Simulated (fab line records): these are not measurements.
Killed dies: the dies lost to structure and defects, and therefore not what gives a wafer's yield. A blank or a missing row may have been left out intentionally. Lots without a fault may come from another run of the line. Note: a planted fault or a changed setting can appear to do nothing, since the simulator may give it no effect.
Matching of chambers || flow sky130 || 4 sister chambers for SKY_VIA4_CMP_02 on cmp-02
The step polishes SiO2. 4 wafers are shown with their chamber, then 12 later ones without.

WAFERS WITH THEIR CHAMBER
{"wafer": "L089.3", "chamber": 3, "motor_current_A (A)": 10.8}
{"wafer": "L087.1", "chamber": 2, "motor_current_A (A)": 12.1}
{"wafer": "L087.3", "chamber": 1, "motor_current_A (A)": 9.2}
{"wafer": "L087.4", "chamber": 0, "motor_current_A (A)": 11.9}

WAFERS WITH NO CHAMBER GIVEN
{"wafer": "L088.3", "motor_current_A (A)": 9.3}
{"wafer": "L088.4", "motor_current_A (A)": 12.1}
{"wafer": "L088.5", "motor_current_A (A)": 12.0}
{"wafer": "L091.4", "motor_current_A (A)": 12.6}
{"wafer": "L091.5", "motor_current_A (A)": 9.3}
{"wafer": "L091.6", "motor_current_A (A)": 12.2}
{"wafer": "L094.2", "motor_current_A (A)": 11.0}
{"wafer": "L094.3", "motor_current_A (A)": 11.7}
{"wafer": "L094.6", "motor_current_A (A)": 12.1}
{"wafer": "L095.2", "motor_current_A (A)": 12.4}
{"wafer": "L095.3", "motor_current_A (A)": 10.8}
{"wafer": "L095.6", "motor_current_A (A)": 9.5}

EACH ONE'S CHAMBER
{"wafer": "L088.3", "from the rows above": 1, "in truth": 1}
{"wafer": "L088.4", "from the rows above": "can't be placed: 2 or 0", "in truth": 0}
{"wafer": "L088.5", "from the rows above": "can't be placed: 0 or 2", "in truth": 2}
{"wafer": "L091.4", "from the rows above": "can't be placed: 2 or 0", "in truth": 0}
{"wafer": "L091.5", "from the rows above": 1, "in truth": 1}
{"wafer": "L091.6", "from the rows above": "can't be placed: 2 or 0", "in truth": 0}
{"wafer": "L094.2", "from the rows above": 3, "in truth": 3}
{"wafer": "L094.3", "from the rows above": "can't be placed: 0 or 2", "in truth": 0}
{"wafer": "L094.6", "from the rows above": "can't be placed: 2 or 0", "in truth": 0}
{"wafer": "L095.2", "from the rows above": "can't be placed: 2 or 0", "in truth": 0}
{"wafer": "L095.3", "from the rows above": 3, "in truth": 3}
{"wafer": "L095.6", "from the rows above": 1, "in truth": 1}
5 of 12 placed correctly. From these rows, 7 cannot be placed; in 7 the true chamber is one of the candidates. Placed wrongly: 0.
How it was worked out, from the rows above alone: a wafer's distance from a chamber is the root of the sum, over the readings, of the square of ((its reading less the chamber's mean) divided by the reading's scatter). The wafer belongs to the nearest chamber; if the next one is less than 2 further off, it can't be placed. For every chamber, the mean is computed from those of its wafers that are shown. The scatter (one wafer shown for each chamber): square how far every hidden wafer sits from the nearest shown wafer, average those squares and take the square root.
